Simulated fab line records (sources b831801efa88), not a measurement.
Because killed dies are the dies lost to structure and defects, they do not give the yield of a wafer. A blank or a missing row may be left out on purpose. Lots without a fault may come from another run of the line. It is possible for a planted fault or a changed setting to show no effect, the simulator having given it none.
fab line records	flow gf180mcu
record lots=6	wafers=18	lastDay=34
route steps=602 shown M1@325 V1@335
lots that met no fault: from a run of the same line without faults
startH: the number of hours between the record's first day and the start of the first shown wafer of the lot	waitH: hours elapsed since this lot's preceding step	" repeats the value in the row above	L1.1+2: a single row standing in for several wafers	- value missing, or start not given	* or withheld: withheld	< > ~ a bound
route shown NAME@n: names a module that has steps shown in the file, with the first one's number in the route	usual: the fault-free wafers' mean and standard deviation	same: alike in all rows	chamber/n: place in a boat	sites: each site's reading	_std_site: the values' standard deviation	_edge_site: mean of outer sites minus mean of inner sites	radiusMm: for every site, how far away it sits from the centre of the wafer	mask NAME#n: copy n	behind: the tool/chamber that last shaped the wafer	hold: the reason the lot was held/the length of the hold in hours/how it ended	device: the transistor (n, p or np) that didn't switch	end of line: the tests these same wafers got at the end of their route	step lacking rows: just its recipe	killed: count of dies lost to structure and defects at first sort (not the wafer's yield)	map: per-die view of a wafer (x killed, . not killed, _ where there is no die)
set.NAME: setting as actually run; set.NAME@STEP: the setting as run at that earlier step	model.NAME: the simulator's own value behind a step, which no gauge read
a table for each step, a row for each wafer; lots at some steps of the route
services: from which hour (startH, from the record's first day; less than 0 if before it) a tool's chamber was out of use, for how many hours, and why
## steps
# step GF_M1_SOFTBAKE_10
# recipe tempC=130	timeS=60	resist=KrF
# step GF_M1_EXPOSE_11
# recipe maskId=Metal1	targetCdNm=230	na=0.68	sourceShape=conventional	sigmaOuter=0.6	doseMj=28
# step GF_M1_PEB_12
# recipe pebTempC=135	pebTimeS=90	resist=KrF
# step GF_M1_DEVELOP_13
# recipe developTimeS=60	devTempC=21.84
# step GF_M1_CD_MEAS_14
# recipe targetCdNm=230
# usual cdNm=229.8/1
lot.wafer	tool	chamber	startH	waitH	cdNm
L741.1	cdSem-01	-	434.01	0.1	229.5
L741.2	"	-	"	"	230.2
L741.4	"	-	"	"	228.7
L745.1	cdSem-02	-	471.80	0.1	230.0
L745.2	"	-	"	"	228.5
L745.3	"	-	"	"	228.8
L756.1	cdSem-02	-	551.00	0.1	230.5
L756.5	"	-	"	"	229.0
L756.6	"	-	"	"	229.2
L757.2	cdSem-02	-	559.02	0.1	229.6
L757.5	"	-	"	"	228.7
L757.6	"	-	"	"	229.5
L758.3	cdSem-01	-	570.29	0.1	230.7
L758.4	"	-	"	"	231.1
L758.5	"	-	"	"	229.9
L759.1	cdSem-02	-	584.80	0.1	230.5
L759.3	"	-	"	"	230.7
L759.6	"	-	"	"	230.1
# step GF_M1_OVL_MEAS_15
# usual M1_OVL=2/5.6
lot.wafer	tool	chamber	startH	waitH	M1_OVL[nm]
L741.1	overlay-01	-	434.13	0.1	-7
L741.2	"	-	"	"	-4
L741.4	"	-	"	"	-1
L745.1	overlay-02	-	471.92	0.1	8
L745.2	"	-	"	"	-4
L745.3	"	-	"	"	7
L756.1	overlay-01	-	551.12	0.1	9
L756.5	"	-	"	"	6
L756.6	"	-	"	"	-3
L757.2	overlay-02	-	559.13	0.1	5
L757.5	"	-	"	"	9
L757.6	"	-	"	"	11
L758.3	overlay-02	-	570.38	0.1	10
L758.4	"	-	"	"	2
L758.5	"	-	"	"	1
L759.1	overlay-01	-	584.92	0.1	4
L759.3	"	-	"	"	4
L759.6	"	-	"	"	1
# step GF_M1_METAL_ETCH_16
# recipe chemistry=Cl2/BCl3	maskMaterial=KrF	targetDepthNm=750.8	stopOn=SiO2	pressureMtorr=8	icpW=800	biasW=140	Cl2_flow_sccm=80	bcl3FlowSccm=40	timeS=125.1
# usual drypumpMotorCurrentA=5.6/0.53	oesProductAu=0.993/0.0048	throttleValvePct=28.227/0.01
lot.wafer	tool	chamber	startH	waitH	drypumpMotorCurrentA	oesProductAu	rfHoursCounterH	throttleValvePct
L741.1	rieMetal-03	0	434.17	0.0	6.5	0.990	9	28.219
L741.2	"	1	"	"	5.4	0.997	4	28.226
L741.4	"	1	"	"	5.4	0.992	-	28.218
L745.1	rieMetal-03	1	471.96	0.0	5.4	0.992	4	28.223
L745.2	"	0	"	"	6.5	0.990	10	28.228
L745.3	"	1	"	"	5.4	0.987	-	28.222
L756.1	rieMetal-03	1	551.16	0.0	5.4	0.989	6	28.241
L756.5	"	0	"	"	6.5	0.984	-	28.224
L756.6	"	1	"	"	5.4	0.987	-	28.202
L757.2	rieMetal-02	0	559.20	0.1	4.7	0.999	-	28.235
L757.5	"	0	"	"	4.7	0.993	-	28.224
L757.6	"	0	"	"	4.7	0.990	-	28.244
L758.3	rieMetal-02	0	570.49	0.1	4.7	0.993	-	28.218
L758.4	"	0	"	"	4.7	0.994	-	28.243
L758.5	"	0	"	"	4.7	0.990	-	28.219
L759.1	rieMetal-03	1	584.96	0.0	5.4	0.998	7	28.222
L759.3	"	1	"	"	5.4	0.990	-	28.236
L759.6	"	0	"	"	6.5	0.993	-	28.223
# step GF_M1_STRIP_17
# recipe chemistry=O2/N2	powerW=1400	pressureMtorr=1500	platenTempC=250	o2FlowSccm=3000	n2FlowSccm=300	overashFraction=0.5
# usual drypumpMotorCurrentA=5.9/0.35	heaterPowerW=338/30	n2FlowSccm=299.8/0.93	oesProductAu=0.537/0.0048	stripTimeToEndpointS=7.36/0.036
lot.wafer	tool	chamber	startH	waitH	drypumpMotorCurrentA	heaterPowerW	n2FlowSccm	oesProductAu	rfHoursCounterH	stripTimeToEndpointS
L741.1	plasmaAsher-03	0	434.29	0.1	5.8	330	298.3	0.534	67	7.39
L741.2	"	1	"	"	6.4	316	300.6	0.541	67	7.41
L741.4	"	1	"	"	6.4	321	299.8	0.542	-	7.39
L745.1	plasmaAsher-03	1	472.09	0.1	6.4	321	298.8	0.540	71	7.39
L745.2	"	0	"	"	5.8	332	298.5	0.537	71	7.41
L745.3	"	0	"	"	5.8	329	300.0	0.542	-	7.41
L756.1	plasmaAsher-03	1	551.29	0.1	6.4	326	298.6	0.529	77	7.35
L756.5	"	1	"	"	6.4	320	298.4	0.534	-	7.32
L756.6	"	0	"	"	5.8	331	300.0	0.531	-	7.35
L757.2	plasmaAsher-04	1	559.42	0.2	6.3	394	301.3	0.542	15	7.44
L757.5	"	0	"	"	5.5	303	299.5	0.537	-	7.43
L757.6	"	1	"	"	6.3	402	301.0	0.542	-	7.41
L758.3	plasmaAsher-02	1	570.70	0.2	6.1	321	299.6	0.534	-	7.35
L758.4	"	0	"	"	5.6	329	299.2	0.530	-	7.35
L758.5	"	0	"	"	5.6	344	300.0	0.528	-	7.33
L759.1	plasmaAsher-03	1	585.09	0.1	6.4	332	298.1	0.536	81	7.37
L759.3	"	1	"	"	6.4	320	298.6	0.537	-	7.36
L759.6	"	1	"	"	6.4	328	299.4	0.543	-	7.38
# step GF_M1_STRIP_18
# recipe chemistry=postEtchResidueRemover	timeS=1200	tempC=72.5
# step GF_M1_CLEAN_19
# recipe chemistry=DIW	dry=n2Spin
# step GF_V1_CVD_00
# recipe material=SiO2	targetThkNm=600	sigmaOpenFrac=0.3	tempC=400	timeS=100	sih4FlowSccm=60	pressureMtorr=6
# step GF_V1_THK_MEAS_01
# recipe reads=SiO2_of_V1_CVD_00
# usual V1_CVD_00_THK=604/5.8
lot.wafer	tool	chamber	startH	waitH	V1_CVD_00_THK[nm]
L741.1	filmMetro-04	-	434.90	0.0	595
L741.2	"	-	"	"	592
L741.4	"	-	"	"	599
L745.1	filmMetro-01	-	472.70	0.0	601
L745.2	"	-	"	"	601
L745.3	"	-	"	"	610
L756.1	filmMetro-02	-	551.92	0.0	601
L756.5	"	-	"	"	600
L756.6	"	-	"	"	599
L757.2	filmMetro-01	-	560.06	0.0	602
L757.5	"	-	"	"	603
L757.6	"	-	"	"	606
L758.3	filmMetro-01	-	571.32	0.1	602
L758.4	"	-	"	"	594
L758.5	"	-	"	"	599
L759.1	filmMetro-01	-	585.69	0.0	602
L759.3	"	-	"	"	606
L759.6	"	-	"	"	596
# step GF_V1_CVD_02
# recipe material=SiO2	targetThkNm=850	precursor=TEOS	tempC=400	timeS=94.851	rfW=600
# usual heaterPowerW=702/84	runLengthS=122.7/0.55
lot.wafer	tool	chamber	startH	waitH	heaterPowerW	runLengthS	model.SiO2_of_V1_CVD_02.thkNm
L741.1	pecvd-01	0	434.96	0.1	772	122.5	855.9
L741.2	"	1	"	"	696	123.6	849
L741.4	"	2	"	"	683	122.8	863.1
L745.1	pecvd-03	1	472.76	0.1	831	123.0	843.8
L745.2	"	2	"	"	859	122.8	841.1
L745.3	"	0	"	"	684	122.1	847.8
L756.1	pecvd-03	0	551.98	0.1	645	158.1	1156
L756.5	"	2	"	"	838	158.9	1188
L756.6	"	1	"	"	808	158.8	1178
L757.2	pecvd-03	0	560.11	0.0	639	157.9	1160
L757.5	"	2	"	"	822	158.2	1182
L757.6	"	0	"	"	652	157.8	1179
L758.3	pecvd-01	0	571.36	0.0	745	122.9	853.4
L758.4	"	1	"	"	671	123.2	860.5
L758.5	"	2	"	"	811	123.1	868.3
L759.1	pecvd-02	0	585.75	0.1	615	122.1	844.7
L759.3	"	1	"	"	656	123.0	832.7
L759.6	"	2	"	"	687	122.1	867.2
# step GF_V1_THK_MEAS_03
# recipe reads=SiO2_of_V1_CVD_02
# usual V1_CVD_02_THK=852/9.8
lot.wafer	tool	chamber	startH	waitH	V1_CVD_02_THK[nm]
L741.1	filmMetro-01	-	435.03	0.0	856
L741.2	"	-	"	"	849
L741.4	"	-	"	"	863
L745.1	filmMetro-01	-	472.83	0.0	845
L745.2	"	-	"	"	840
L745.3	"	-	"	"	848
L756.1	filmMetro-04	-	552.05	0.0	1157
L756.5	"	-	"	"	1188
L756.6	"	-	"	"	1178
L757.2	filmMetro-01	-	560.19	0.0	1160
L757.5	"	-	"	"	1182
L757.6	"	-	"	"	1178
L758.3	filmMetro-02	-	571.45	0.1	853
L758.4	"	-	"	"	860
L758.5	"	-	"	"	868
L759.1	filmMetro-01	-	585.82	0.0	844
L759.3	"	-	"	"	832
L759.6	"	-	"	"	866
# step GF_V1_CMP_04
# recipe material=SiO2	downForcePsi=4	platenRpm=60	padVelocityMS=0.94248
# usual motorCurrentA=12.2/1.2	slurryFlowMlMin=150.0/0.52	timeToEndpointS=81/5.1
lot.wafer	tool	chamber	startH	waitH	motorCurrentA	slurryFlowMlMin	timeToEndpointS
L741.1	cmp-02	3	435.09	0.1	13.2	150.8	90
L741.2	"	0	"	"	11.5	150.1	87
L741.4	"	1	"	"	12.7	151.1	88
L745.3	cmp-01	1	472.89	0.0	11.3	149.4	79
L745.2	"	2	"	"	13.7	150.3	75
L745.1	"	0	"	"	13.8	150.7	78
L756.1	cmp-01	1	552.21	0.1	11.5	150.1	191
L756.6	"	3	"	"	11.3	149.8	201
L756.5	"	0	"	"	13.2	149.8	203
L757.2	cmp-01	1	560.39	0.2	12.1	149.4	194
L757.5	"	2	"	"	13.8	149.3	198
L757.6	"	3	"	"	10.6	150.4	199
L758.4	cmp-01	0	571.49	0.0	13.3	150.2	82
L758.3	"	3	"	"	11.4	150.0	81
L758.5	"	0	"	"	13.3	150.3	82
L759.3	cmp-01	2	585.88	0.0	13.9	149.9	74
L759.1	"	0	"	"	13.3	150.0	77
L759.6	"	2	"	"	14.7	150.3	88
# step GF_V1_BOW_MEAS_05
# recipe mode=bow
# usual V1_BOW=81/8.1
lot.wafer	tool	chamber	startH	waitH	V1_BOW[um]
L741.1	filmMetro-04	-	435.39	0.2	72
L741.2	"	-	"	"	68
L741.4	"	-	"	"	85
L745.1	filmMetro-02	-	473.19	0.1	78
L745.2	"	-	"	"	89
L745.3	"	-	"	"	82
L756.1	filmMetro-02	-	552.41	0.1	84
L756.5	"	-	"	"	82
L756.6	"	-	"	"	88
L757.2	filmMetro-04	-	560.56	0.1	83
L757.5	"	-	"	"	89
L757.6	"	-	"	"	81
L758.3	filmMetro-04	-	571.83	0.1	74
L758.4	"	-	"	"	69
L758.5	"	-	"	"	69
L759.1	filmMetro-02	-	586.18	0.1	98
L759.3	"	-	"	"	82
L759.6	"	-	"	"	81
## services
tool	chamber	startH	hours	kind
plasmaAsher-04	-	421.25	9.0	pm
rieMetal-03	1	421.50	5.1	repair
cmp-02	-	430.97	0.3	repair
rieMetal-03	1	436.86	6.7	repair
pecvd-03	-	445.84	1.8	repair
plasmaAsher-03	-	479.13	19.4	repair
rieMetal-03	1	486.09	7.0	repair
plasmaAsher-04	-	489.29	0.9	repair
pecvd-02	-	498.38	0.5	repair
plasmaAsher-02	-	510.48	2.0	repair
pecvd-03	-	513.45	1.3	repair
rieMetal-03	-	520.97	0.4	repair
cmp-01	-	534.60	1.0	repair
rieMetal-02	0	535.34	2.0	repair
plasmaAsher-02	-	536.09	0.3	repair
rieMetal-02	-	552.34	1.4	pm
pecvd-02	-	552.64	0.8	pm
pecvd-02	-	556.22	20.7	repair
plasmaAsher-03	-	557.37	1.0	repair
plasmaAsher-02	-	563.33	1.8	repair
cmp-01	-	572.21	4.0	pm
cmp-01	-	576.21	-	consumableReplace:conditioner
cmp-01	-	576.21	-	consumableReplace:pad
rieMetal-02	-	585.81	1.0	repair
## key
firstSign step=GF_V1_CVD_02	reading=runLengthS	direction=up	sigmas=65	usual=*	struck=*
effect step=GF_V1_THK_MEAS_03	reading=V1_CVD_02_THK	direction=up	sigmas=33	usual=852	struck=1174
effect step=GF_V1_CMP_04	reading=timeToEndpointS	direction=up	sigmas=23	usual=*	struck=*
modelEffect step=GF_V1_CVD_02	value=SiO2_of_V1_CVD_02.thkNm	without=853.2	struck=1174
metAt GF_V1_CVD_02
struckWafers L756.1,L756.5,L756.6,L757.2,L757.5,L757.6
onsetBetween 472.76 551.98
fault kind=processParameterDrift	tool=pecvd-03	chamber=-	onsetH=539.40	steps=GF_V1_CVD_02	channel=timeS	offset=*	shape=step	endH=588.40	actsIn=*	stated=*
